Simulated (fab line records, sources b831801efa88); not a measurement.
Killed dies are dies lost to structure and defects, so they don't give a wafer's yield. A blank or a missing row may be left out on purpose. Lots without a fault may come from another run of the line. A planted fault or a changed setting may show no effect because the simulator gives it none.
fab line records | flow sky130
record lots=12 wafers=36 last_day=50
route steps=708 shown VIA4@650 METAL5@665 PAD_OPEN@708
lots that met no fault: from a run of the same line without faults
start_h: hours from the record's first day to the start of the lot's first wafer shown | wait_h: hours since the lot's step before | " the same as in the row above | L1.1+2: a row that stands for several wafers | - no value, or no start given | * or withheld: withheld | < > ~ a bound
route shown NAME@n: a module of which the file shows steps, and the number in the route of the first | usual: mean/standard deviation of fault-free wafers | same: alike in all rows | chamber/n: place in a boat | sites: the reading at each site | _std_site: their standard deviation | _edge_site: outer sites' mean less inner sites' | radius_mm: how far each site lies from the wafer's centre | mask NAME#n: copy n | behind: the tool/chamber that last shaped the wafer | hold: why the lot was held/for how many hours/how that ended | device: the transistor (n, p or np) that didn't switch | end of line: the same wafers' tests at the end of the route | a step without rows: its recipe alone | killed: dies lost to structure and defects at the first sort, not the wafer's yield | map: a wafer's dies, x killed, . not, _ none there
set.NAME: the setting as run; set.NAME@STEP: as run at that earlier step | model.NAME: the simulator's own value behind a step, which no gauge read
steps of the route over a sample of lots; a table a step, a row a wafer
services: from which hour (start_h, from the record's first day; less than 0 if before it) a tool's chamber was out of use, for how many hours, and why
## steps
# step SKY_VIA4_OVL_MEAS_11
# usual VIA4_OVL=-0.4/1.4
# columns lot.wafer tool chamber start_h wait_h VIA4_OVL[nm]
L351.2 overlay-01 - 997.97 0.1 1.9
L351.3 " - " " -0.1
L351.4 " - " " 0.0
L354.1 overlay-02 - 1026.66 0.1 -0.1
L354.3 " - " " 1.4
L354.5 " - " " 0.7
L358.1 overlay-02 - 1058.49 0.1 2.4
L358.2 " - " " 0.2
L358.4 " - " " 0.2
L359.2 overlay-02 - 1064.35 0.1 1.3
L359.4 " - " " -0.1
L359.6 " - " " -1.1
L360.3 overlay-02 - 1067.08 0.1 -3.4
L360.4 " - " " -2.0
L360.5 " - " " -1.6
L361.3 overlay-01 - 1073.38 0.1 0.4
L361.4 " - " " 1.1
L361.5 " - " " 0.2
L362.2 overlay-02 - 1078.17 0.1 -4.3
L362.3 " - " " -1.7
L362.4 " - " " -2.8
L367.2 overlay-01 - 1108.32 0.1 -1.2
L367.3 " - " " -2.2
L367.6 " - " " -1.3
L368.2 overlay-01 - 1114.47 0.1 -0.1
L368.3 " - " " 0.4
L368.5 " - " " -1.9
L371.2 overlay-01 - 1136.62 0.1 0.8
L371.3 " - " " 0.6
L371.6 " - " " 1.7
L373.1 overlay-01 - 1139.41 0.1 -0.7
L373.3 " - " " 0.6
L373.4 " - " " 0.2
L374.2 overlay-01 - 1142.22 0.1 -0.6
L374.3 " - " " -0.5
L374.6 " - " " -1.3
# step SKY_VIA4_THK_MEAS_20
# recipe thk_meas_gauge=xrf reads=W_of_VIA4_CVD_18
# usual VIA4_W_THK=526/6.8
# columns lot.wafer tool chamber start_h wait_h VIA4_W_THK[nm]
L351.2 film_metro-01 - 999.04 0.1 518
L351.3 " - " " 520
L351.4 " - " " 525
L354.1 film_metro-03 - 1027.70 0.1 519
L354.3 " - " " 523
L354.5 " - " " 524
L358.1 film_metro-02 - 1059.74 0.1 520
L358.2 " - " " 525
L358.4 " - " " 522
L359.2 film_metro-02 - 1065.39 0.1 521
L359.4 " - " " 522
L359.6 " - " " 520
L360.3 film_metro-01 - 1068.12 0.1 528
L360.4 " - " " 530
L360.5 " - " " 529
L361.3 film_metro-03 - 1074.45 0.1 524
L361.4 " - " " 527
L361.5 " - " " 525
L362.2 film_metro-03 - 1079.21 0.1 524
L362.3 " - " " 528
L362.4 " - " " 527
L367.2 film_metro-02 - 1109.36 0.1 535
L367.3 " - " " 522
L367.6 " - " " 521
L368.2 film_metro-02 - 1115.86 0.1 531
L368.3 " - " " 538
L368.5 " - " " 540
L371.2 film_metro-02 - 1137.66 0.1 531
L371.3 " - " " 530
L371.6 " - " " 531
L373.1 film_metro-03 - 1140.50 0.1 541
L373.3 " - " " 531
L373.4 " - " " 538
L374.2 film_metro-03 - 1143.29 0.1 538
L374.3 " - " " 526
L374.6 " - " " 529
# step SKY_METAL5_SPUTTER_04
# recipe material=TiN target_thk_nm=70 power_w=6500 time_s=58.3 chamber_pressure_pa=0.4
# usual throttle_valve_pct=30.2/0.83
# columns lot.wafer tool chamber start_h wait_h throttle_valve_pct
L351.2 pvd_sputter-01 - 999.51 0.0 29.2
L351.3 " - " " 31.4
L351.4 " - " " 31.6
L354.1 pvd_sputter-03 - 1028.17 0.0 31.4
L354.3 " - " " 30.3
L354.5 " - " " 31.4
L358.1 pvd_sputter-03 - 1060.22 0.0 30.3
L358.2 " - " " 29.9
L358.4 " - " " 30.3
L359.2 pvd_sputter-03 - 1065.86 0.0 30.3
L359.4 " - " " 29.9
L359.6 " - " " 30.1
L360.3 pvd_sputter-04 - 1068.58 0.0 31.3
L360.4 " - " " 30.3
L360.5 " - " " 30.5
L361.3 pvd_sputter-03 - 1074.95 0.0 30.2
L361.4 " - " " 29.9
L361.5 " - " " 30.2
L362.2 pvd_sputter-03 - 1079.68 0.0 30.2
L362.3 " - " " 30.0
L362.4 " - " " 29.8
L367.2 pvd_sputter-01 - 1109.83 0.0 30.4
L367.3 " - " " 28.5
L367.6 " - " " 30.2
L368.2 pvd_sputter-04 - 1116.33 0.0 29.9
L368.3 " - " " 30.4
L368.5 " - " " 30.5
L371.2 pvd_sputter-01 - 1138.18 0.0 31.2
L371.3 " - " " 28.4
L371.6 " - " " 29.4
L373.1 pvd_sputter-01 - 1141.31 0.0 28.7
L373.3 " - " " 31.6
L373.4 " - " " 30.2
L374.2 pvd_sputter-03 - 1144.61 0.0 30.1
L374.3 " - " " 31.3
L374.6 " - " " 30.3
# step SKY_METAL5_STRIP_16
# recipe chemistry=O2/N2 power_w=1400 pressure_mtorr=1500 platen_temp_c=withheld o2_flow_sccm=3000 n2_flow_sccm=300 overash_fraction=0.5
# usual drypump_motor_current_A=5.6/0.66 n2_flow_sccm=300.0/0.86 oes_product_au=0.710/0.0045 strip_time_to_endpoint_s=13.03/0.12
# columns lot.wafer tool chamber start_h wait_h drypump_motor_current_A n2_flow_sccm oes_product_au rf_hours_counter_h strip_time_to_endpoint_s
L351.2 plasma_asher-01 1 1022.48 0.2 5.0 299.9 0.705 49 13.07
L351.3 " 0 " " 4.8 299.5 0.715 - 13.06
L351.4 " 1 " " 5.0 298.3 0.713 - 12.95
L354.1 plasma_asher-01 0 1051.30 0.4 4.8 301.2 0.719 52 12.95
L354.3 " 0 " " 4.8 302.3 0.715 - 12.95
L354.5 " 1 " " 5.0 299.6 0.714 - 12.98
L358.1 plasma_asher-04 1 1081.03 0.2 4.9 299.8 0.711 97 12.90
L358.2 " 0 " " 6.3 300.4 0.707 97 13.12
L358.4 " 1 " " 4.9 300.2 0.708 - 13.01
L359.2 plasma_asher-01 0 1086.68 0.2 4.8 299.5 0.716 56 13.07
L359.4 " 1 " " 5.0 301.1 0.709 - 12.92
L359.6 " 0 " " 4.9 299.6 0.705 - 12.98
L360.3 plasma_asher-02 0 1088.99 0.1 5.8 299.3 0.708 - 13.09
L360.4 " 1 " " 6.4 300.8 0.708 - 12.97
L360.5 " 1 " " 6.5 302.0 0.711 - 13.05
L361.3 plasma_asher-01 0 1095.87 0.1 4.8 300.1 0.718 - 13.11
L361.4 " 1 " " 5.0 299.3 0.715 - 13.13
L361.5 " 1 " " 5.0 298.2 0.699 - 13.17
L362.2 plasma_asher-02 0 1100.23 0.2 5.8 300.5 0.718 37 13.04
L362.3 " 1 " " 6.5 300.3 0.705 - 13.07
L362.4 " 0 " " 5.8 302.0 0.714 - 13.05
L367.2 plasma_asher-01 1 1129.26 0.2 5.0 299.2 0.712 60 13.11
L367.3 " 1 " " 5.0 298.3 0.706 - 13.16
L367.6 " 0 " " 4.8 299.2 0.753 - 11.89
L368.2 plasma_asher-02 0 1135.83 0.2 5.8 300.1 0.711 40 13.00
L368.3 " 0 " " 5.8 299.9 0.700 - 12.81
L368.5 " 0 " " 5.8 299.7 0.705 - 12.92
L371.2 plasma_asher-01 1 1156.43 0.2 5.0 299.7 0.714 63 13.03
L371.3 " 0 " " 4.8 301.0 0.759 - 11.95
L371.6 " 1 " " 5.0 298.8 0.718 - 13.03
L373.1 plasma_asher-02 1 1159.31 0.2 6.4 299.7 0.711 43 12.96
L373.3 " 0 " " 5.8 299.8 0.718 - 13.07
L373.4 " 1 " " 6.5 300.2 0.709 - 13.07
L374.2 plasma_asher-02 1 1162.48 0.2 6.5 299.2 0.715 43 12.99
L374.3 " 1 " " 6.4 300.8 0.708 - 12.89
L374.6 " 1 " " 6.5 300.4 0.713 - 13.10
# step SKY_PAD_OPEN_PROBE_99
# usual defect_limited_yield=82.6/2.1 killed_at_M0_to_M3=42/7.6 killed_at_M4_up=3.4/2 killed_at_contacts=24/5.9 killed_at_front_end=16/4.5 killed_at_other=0.4/0.58 killed_dies=86/10 killed_open=47/7.6 killed_short=39/6.7 sort_bin_3_pad_short=0.9/0.42 sort_bin_5_function=10.3/1.7 sort_bin_6_memory=6.2/1.2 sort_n_pass=406/10 sort_yield_pct=82.6/2.1
# same gross_dies=492 killed_at_back_side=0 sort_bin_4_leakage[%]=0 sort_bin_8_speed[%]=0
# columns lot.wafer tool chamber start_h wait_h defect_limited_yield[%] killed_at_M0_to_M3 killed_at_M4_up killed_at_contacts killed_at_front_end killed_at_other killed_dies killed_open killed_short sort_bin_3_pad_short[%] sort_bin_5_function[%] sort_bin_6_memory[%] sort_n_pass sort_yield_pct[%]
L359.2 prober-02 - 1130.13 0.1 81.7 52 3 23 12 0 90 49 41 1.4 9.3 7.5 402 81.7
L359.4 prober-02 - 1130.23 0.2 78.3 62 2 28 14 1 107 56 51 1.0 13.2 7.5 385 78.3
L359.6 prober-02 - 1130.33 0.2 80.9 49 1 28 16 0 94 58 36 1.0 9.1 8.9 398 80.9
L361.3 prober-02 - 1137.63 0.2 86.0 32 6 20 11 0 69 42 26 0.6 8.3 5.1 423 86.0
L361.4 prober-02 - 1137.68 0.2 85.6 37 5 11 18 0 71 40 30 0.4 6.3 7.7 421 85.6
L361.5 prober-02 - 1137.73 0.2 82.3 37 3 18 27 2 87 50 36 1.0 10.8 5.9 405 82.3
L362.2 prober-02 - 1142.90 0.2 85.2 40 6 18 9 0 73 37 36 0.6 9.1 5.1 419 85.2
L362.3 prober-02 - 1142.95 0.3 85.0 31 3 27 13 0 74 44 30 0.8 11.0 3.3 418 85.0
L362.4 prober-02 - 1143.00 0.3 84.3 34 4 27 12 0 77 45 32 0.4 9.3 5.9 415 84.3
L368.2 prober-02 - 1173.73 0.1 81.9 42 2 27 17 1 89 46 41 1.2 10.8 6.1 403 81.9
L368.3 prober-02 - 1173.78 0.2 83.9 46 2 20 11 0 79 48 30 1.0 8.3 6.7 413 83.9
L368.5 prober-02 - 1173.88 0.2 79.9 55 2 31 11 0 99 57 41 1.2 13.6 5.3 393 79.9
L374.2 prober-02 - 1200.92 2.0 85.0 39 4 16 15 0 74 44 30 1.0 8.7 5.3 418 85.0
L374.3 prober-02 - 1200.97 2.0 82.1 45 1 27 15 0 88 47 41 1.0 12.2 4.7 404 82.1
L374.6 prober-02 - 1201.12 2.1 82.5 48 5 22 11 0 86 46 40 0.4 10.8 6.3 406 82.5
# killed by level:class
L359.2 VIA1:geometric_particle:open=17 LOCAL_INTERCONNECT:geometric_particle:short=10 VIA3:geometric_particle:open=9 METAL1:geometric_particle:short=8 FIELD_ISO:geometric_particle:open=6 FIELD_ISO:geometric_particle:short=5 CONTACT:geometric_particle:open=5 VIA2:geometric_particle:open=5
L359.4 VIA2:geometric_particle:open=14 VIA1:geometric_particle:open=11 CONTACT:geometric_particle:open=9 METAL2:geometric_particle:short=9 LI_CONTACT:geometric_particle:open=7 CONTACT:geometric_particle:short=7 METAL1:geometric_particle:short=7 VIA3:geometric_particle:open=6
L359.6 VIA3:geometric_particle:open=10 VIA2:geometric_particle:open=10 LI_CONTACT:geometric_particle:open=9 CONTACT:geometric_particle:open=7 VIA1:geometric_particle:open=7 VIA1:geometric_particle:short=7 CONTACT:geometric_particle:short=6 POLY_GATE:geometric_particle:open=4
L361.3 CONTACT:geometric_particle:open=9 VIA1:geometric_particle:open=9 METAL1:geometric_particle:short=7 VIA3:geometric_particle:open=5 LI_CONTACT:geometric_particle:open=5 METAL2:geometric_particle:short=4 METAL4:geometric_particle:short=4 FIELD_ISO:geometric_particle:open=3
L361.4 METAL1:geometric_particle:short=10 CONTACT:geometric_particle:open=7 POLY_GATE:geometric_particle:open=6 FIELD_ISO:geometric_particle:open=5 VIA2:geometric_particle:open=5 VIA1:geometric_particle:open=5 VIA3:geometric_particle:open=4 POLY_GATE:geometric_particle:short=3
L361.5 VIA1:geometric_particle:open=12 CONTACT:geometric_particle:open=11 FIELD_ISO:geometric_particle:open=8 POLY_GATE:geometric_particle:open=6 METAL2:geometric_particle:short=6 FIELD_ISO:geometric_particle:short=5 POLY_GATE:geometric_particle:short=5 METAL1:geometric_particle:short=5
L362.2 CONTACT:geometric_particle:open=9 VIA1:geometric_particle:open=7 VIA2:geometric_particle:open=7 VIA3:geometric_particle:open=6 VIA1:geometric_particle:short=4 METAL2:geometric_particle:short=4 METAL4:geometric_particle:short=4 METAL3:geometric_particle:short=4
L362.3 LI_CONTACT:geometric_particle:open=11 VIA1:geometric_particle:open=10 CONTACT:geometric_particle:open=7 POLY_GATE:geometric_particle:open=5 VIA3:geometric_particle:open=4 CONTACT:geometric_particle:short=4 VIA2:geometric_particle:open=4 METAL3:geometric_particle:short=4
L362.4 LI_CONTACT:geometric_particle:open=12 VIA1:geometric_particle:open=8 METAL2:geometric_particle:short=7 CONTACT:geometric_particle:open=5 VIA2:geometric_particle:open=5 FIELD_ISO:geometric_particle:short=4 LOCAL_INTERCONNECT:geometric_particle:open=4 METAL1:geometric_particle:short=4
L368.2 VIA1:geometric_particle:open=10 LI_CONTACT:geometric_particle:open=9 CONTACT:geometric_particle:open=7 CONTACT:geometric_particle:short=6 VIA3:geometric_particle:open=6 METAL2:geometric_particle:short=5 METAL3:geometric_particle:short=5 POLY_GATE:geometric_particle:open=4
L368.3 VIA1:geometric_particle:open=9 CONTACT:geometric_particle:open=8 METAL1:geometric_particle:short=7 VIA3:geometric_particle:open=7 LI_CONTACT:geometric_particle:open=6 VIA1:geometric_particle:short=4 METAL2:geometric_particle:short=4 FIELD_ISO:geometric_particle:short=3
L368.5 VIA1:geometric_particle:open=16 CONTACT:geometric_particle:open=12 LI_CONTACT:geometric_particle:open=9 VIA2:geometric_particle:open=8 METAL3:geometric_particle:short=7 CONTACT:geometric_particle:short=6 METAL2:geometric_particle:short=6 POLY_GATE:geometric_particle:short=5
L374.2 VIA1:geometric_particle:open=8 METAL1:geometric_particle:short=7 VIA3:geometric_particle:open=7 VIA2:geometric_particle:open=7 LI_CONTACT:geometric_particle:open=5 CONTACT:geometric_particle:open=5 POLY_GATE:geometric_particle:open=4 LOCAL_INTERCONNECT:geometric_particle:short=4
L374.3 VIA1:geometric_particle:open=11 CONTACT:geometric_particle:open=10 VIA3:geometric_particle:short=8 LI_CONTACT:geometric_particle:open=6 VIA3:geometric_particle:open=6 LOCAL_INTERCONNECT:geometric_particle:short=5 POLY_GATE:geometric_particle:short=4 VIA2:geometric_particle:open=4
L374.6 VIA3:geometric_particle:open=12 LI_CONTACT:geometric_particle:open=8 METAL1:geometric_particle:short=8 METAL2:geometric_particle:short=8 LOCAL_INTERCONNECT:geometric_particle:short=6 VIA1:geometric_particle:open=6 VIA2:geometric_particle:open=5 CONTACT:geometric_particle:open=4
## services
# columns tool chamber start_h hours kind
plasma_asher-01 - 983.19 2.0 repair
plasma_asher-01 - 985.22 3.9 repair
pvd_sputter-04 - 988.66 1.4 repair
pvd_sputter-01 - 1060.07 2.2 repair
pvd_sputter-04 - 1061.34 1.2 repair
pvd_sputter-04 - 1079.67 4.5 repair
plasma_asher-02 - 1126.26 1.7 repair
plasma_asher-04 - 1140.40 1.2 repair
plasma_asher-01 - 1158.31 2.3 repair
plasma_asher-04 - 1161.37 10.0 repair
## key
first_sign step=SKY_METAL5_STRIP_16 reading=oes_product_au direction=up sigmas=10 usual=0.710 struck=0.756
effect step=SKY_METAL5_STRIP_16 reading=strip_time_to_endpoint_s direction=down sigmas=9.6 usual=* struck=*
met_at SKY_METAL5_STRIP_16
struck_lots L367,L371
struck_wafers L367.6,L371.3
not_acting_at SKY_VIA4_OVL_MEAS_11,SKY_VIA4_THK_MEAS_20,SKY_METAL5_SPUTTER_04
onset_between 1095.87 1129.26
fault kind=process_parameter_drift tool=plasma_asher-01 chamber=0 onset_h=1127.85 steps=SKY_METAL5_STRIP_16 channel=power_w offset=* shape=step end_h=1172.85 acts_in=* stated=*
